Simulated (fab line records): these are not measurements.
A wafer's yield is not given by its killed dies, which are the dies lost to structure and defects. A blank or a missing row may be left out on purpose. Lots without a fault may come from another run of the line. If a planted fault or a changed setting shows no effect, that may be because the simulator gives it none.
Which of the tools did it? | flow gf180mcu | 11 lots with 33 wafers sampled at 5 steps, on a route of 602 steps

== WHAT EACH GAUGE READ, for each wafer ==
GF_M1_CD_MEAS_14: target cd 230 nm.
lot  | measured     | on        | cd_nm (nm)
L642 | day 17 03:13 | cd_sem-01 | 231.1 230.2 229.3
L643 | day 17 12:22 | cd_sem-02 | 229.0 229.2 229.4
L644 | day 17 15:09 | cd_sem-01 | 228.7 229.4 229.5
L645 | day 18 12:31 | cd_sem-01 | 230.5 230.4 229.4
L648 | day 19 05:33 | cd_sem-02 | 229.1 228.1 228.1
L656 | day 22 04:07 | cd_sem-01 | 230.9 231.1 230.9
L657 | day 22 16:25 | cd_sem-02 | 228.1 227.8 229.1
L660 | day 23 13:24 | cd_sem-01 | 230.7 230.7 231.3
L663 | day 24 14:57 | cd_sem-02 | 228.4 229.6 229.4
L664 | day 24 16:42 | cd_sem-02 | 229.7 230.1 229.9
L665 | day 25 04:20 | cd_sem-01 | 231.1 229.7 229.3

GF_M2_RS_MEAS_05: the measuring method here is four-point-probe.
lot  | measured     | on            | M2_ALCU_RS (ohm/sq)
L642 | day 18 05:47 | film_metro-02 | 0.0683 0.0677 0.0671
L643 | day 18 15:10 | film_metro-02 | 0.0678 0.0685 0.0690
L644 | day 18 20:01 | film_metro-01 | 0.0689 0.0688 0.0687
L645 | day 19 16:01 | film_metro-01 | 0.0694 0.0686 0.0694
L648 | day 20 09:29 | film_metro-01 | 0.0697 0.0701 0.0688
L656 | day 23 06:05 | film_metro-02 | 0.0687 0.0698 0.0691
L657 | day 23 18:01 | film_metro-02 | 0.0689 0.0689 0.0689
L660 | day 24 15:10 | film_metro-02 | 0.0700 0.0692 0.0701
L663 | day 25 14:55 | film_metro-03 | 0.0692 0.0697 0.0696
L664 | day 25 17:02 | film_metro-03 | 0.0700 0.0709 0.0698
L665 | day 26 04:20 | film_metro-02 | 0.0690 0.0684 0.0686

GF_M2_THK_MEAS_06: measures by xrf.
lot  | measured     | on            | M2_ALCU_THK (nm)
L642 | day 18 05:53 | film_metro-02 | 450 454 459
L643 | day 18 15:16 | film_metro-02 | 456 453 447
L644 | day 18 20:07 | film_metro-01 | 449 446 448
L645 | day 19 16:07 | film_metro-01 | 449 453 448
L648 | day 20 09:37 | film_metro-01 | 442 437 446
L656 | day 23 06:12 | film_metro-02 | 448 462 446
L657 | day 23 18:08 | film_metro-02 | 447 447 446
L660 | day 24 15:17 | film_metro-02 | 440 447 439
L663 | day 25 15:02 | film_metro-03 | 445 442 443
L664 | day 25 17:09 | film_metro-03 | 444 437 441
L665 | day 26 04:27 | film_metro-02 | 447 452 449

== EACH LOT AND THE TOOL THAT RAN IT (in order: tool; ch and the chambers of the sampled wafers; start) ==
lot  | GF_M1_SPUTTER_04             | GF_M2_SPUTTER_04
L642 | pvd_sputter-03, day 16 04:37 | pvd_sputter-04, day 18 05:43
L643 | pvd_sputter-01, day 16 13:49 | pvd_sputter-04, day 18 15:05
L644 | pvd_sputter-03, day 16 16:43 | pvd_sputter-01, day 18 19:57
L645 | pvd_sputter-01, day 17 13:05 | pvd_sputter-02, day 19 15:56
L648 | pvd_sputter-01, day 18 05:08 | pvd_sputter-04, day 20 09:27
L656 | pvd_sputter-02, day 21 04:48 | pvd_sputter-04, day 23 06:02
L657 | pvd_sputter-03, day 21 16:53 | pvd_sputter-01, day 23 17:58
L660 | pvd_sputter-01, day 22 14:14 | pvd_sputter-01, day 24 15:07
L663 | pvd_sputter-01, day 23 16:41 | pvd_sputter-01, day 25 14:52
L664 | pvd_sputter-03, day 23 18:15 | pvd_sputter-01, day 25 16:59
L665 | pvd_sputter-02, day 24 06:20 | pvd_sputter-01, day 26 04:17
- GF_M1_SPUTTER_04: material TiN, target thk 50 nm, time 41.7 s.
- GF_M2_SPUTTER_04: material TiN, target thk 50 nm, time 41.7 s.

== WHAT THE TOOLS THEMSELVES READ (means of the sampled wafers that have a number; where no wafer has one, the mark that the record gives instead) ==
GF_M1_SPUTTER_04.
lot  | tool           | throttle_valve_pct (%)
L642 | pvd_sputter-03 | 30.2
L643 | pvd_sputter-01 | 29.7
L644 | pvd_sputter-03 | 30.0
L645 | pvd_sputter-01 | 29.7
L648 | pvd_sputter-01 | 30.1
L656 | pvd_sputter-02 | 28.8
L657 | pvd_sputter-03 | 29.5
L660 | pvd_sputter-01 | 29.7
L663 | pvd_sputter-01 | 30.9
L664 | pvd_sputter-03 | 30.1
L665 | pvd_sputter-02 | 29.7

GF_M2_SPUTTER_04.
lot  | tool           | throttle_valve_pct (%)
L642 | pvd_sputter-04 | 30.6
L643 | pvd_sputter-04 | 30.3
L644 | pvd_sputter-01 | 29.2
L645 | pvd_sputter-02 | 29.3
L648 | pvd_sputter-04 | 30.3
L656 | pvd_sputter-04 | 29.1
L657 | pvd_sputter-01 | 27.8
L660 | pvd_sputter-01 | 28.3
L663 | pvd_sputter-01 | 29.9
L664 | pvd_sputter-01 | 29.7
L665 | pvd_sputter-01 | 29.3

== THE ANSWER, worked out from the rows above alone ==
Rule: the usual values come from the lots themselves. Put in order of their means at a reading, lots are off if they are a third of the lots or fewer, leave a main group of 4 or more, and stand apart from it by a gap of 3 or more times the standard deviation of the main group's means; of several such gaps the widest counts. A main group is skipped when, at the precision printed for the reading in the tables above, its means are all equal. Also off: a lot with no number at a reading for which 4 or more lots have one. All remaining lots with rows at the step are treated as sound. Order of review: gauges by route order, followed by the tools' own readings, for which a lot's mean as printed above is used. The first step at which some lot is off is used, and at that step the reading that is off furthest; a lot without a number counts as furthest.
No lot is off on any of the readings shown, so nothing can be concluded from this.

== WHAT THE SIMULATOR HAD INSERTED ==
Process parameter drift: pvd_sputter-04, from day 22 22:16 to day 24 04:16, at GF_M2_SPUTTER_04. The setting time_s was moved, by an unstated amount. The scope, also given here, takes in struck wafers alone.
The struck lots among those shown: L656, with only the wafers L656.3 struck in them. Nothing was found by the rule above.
